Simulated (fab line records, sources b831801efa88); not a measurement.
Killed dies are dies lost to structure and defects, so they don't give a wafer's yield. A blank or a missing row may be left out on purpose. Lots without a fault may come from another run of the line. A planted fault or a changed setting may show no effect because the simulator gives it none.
Chamber matching | flow sky130 | SKY_POLY_GATE_ETCH_15 on rie_diel-03: 4 sister chambers
The step etches BARC in N2/H2, stops on SiO2, time 118.5 s, target depth 110 nm. 14 wafers are shown with their chamber, then 7 later ones without.

WAFERS WITH THEIR CHAMBER
wafer  | chamber | drypump_motor_current_A (A) | rf_fwd_power_W (W) | throttle_valve_pct (%)
L824.2 | 3       | 6.2                         | 494.5              | 13.216
L824.3 | 0       | 5.6                         | 497.2              | 13.223
L824.6 | 2       | 5.8                         | 496.3              | 13.205
L827.3 | 1       | 5.1                         | 499.2              | 13.215
L827.4 | 0       | 5.7                         | 496.1              | 13.235
L827.5 | 1       | 5.2                         | 500.2              | 13.211
L832.1 | 2       | 5.8                         | 494.5              | 13.211
L832.2 | 3       | 6.2                         | 494.9              | 13.213
L832.5 | 0       | 5.6                         | 498.9              | 13.211
L831.1 | 3       | 6.2                         | 498.4              | 13.215
L831.2 | 2       | 5.8                         | 495.6              | 13.213
L831.4 | 1       | 5.2                         | 499.5              | 13.213
L841.1 | 2       | 5.8                         | 497.7              | 13.202
L841.3 | 3       | 6.1                         | 493.7              | 13.205

SIGNATURES (means of the wafers above)
reading                 | chamber 0 | chamber 1 | chamber 2 | chamber 3 | scatter within a chamber
drypump_motor_current_A | 5.633     | 5.167     | 5.800     | 6.175     | 0.0456
rf_fwd_power_W          | 497.400   | 499.633   | 496.025   | 495.375   | 1.51
throttle_valve_pct      | 13.22300  | 13.21300  | 13.20775  | 13.21225  | 0.0067
Rule: a wafer's distance from a chamber is the root of the sum, over the readings, of the square of ((its reading less the chamber's mean) divided by the reading's scatter). The wafer belongs to the nearest chamber; if the next one is less than 2 further off, it can't be placed. The scatter: the root of (the sum of the squares of (reading less its chamber's mean) over the shown wafers, divided by (wafers less chambers)).

WAFERS WITHOUT THEIR CHAMBER
wafer  | drypump_motor_current_A (A) | rf_fwd_power_W (W) | throttle_valve_pct (%)
L841.5 | 5.1                         | 497.8              | 13.225
L842.2 | 6.2                         | 493.8              | 13.224
L842.4 | 5.2                         | 496.8              | 13.213
L842.5 | 5.2                         | 497.6              | 13.194
L844.2 | 6.1                         | 493.9              | 13.208
L844.4 | 5.6                         | 497.2              | 13.205
L844.5 | 5.2                         | 498.1              | 13.201

WHICH CHAMBER EACH WENT THROUGH
wafer  | from the rows above     | in truth
L841.5 | 1                       | 1
L842.2 | 3                       | 3
L842.4 | 1                       | 1
L842.5 | 1                       | 1
L844.2 | 3                       | 3
L844.4 | can't be placed: 0 or 2 | 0
L844.5 | 1                       | 1
Placed correctly: 6 of 7. Can't be placed from these rows: 1 (the true chamber is among the candidates in 1). Placed wrongly: 0.
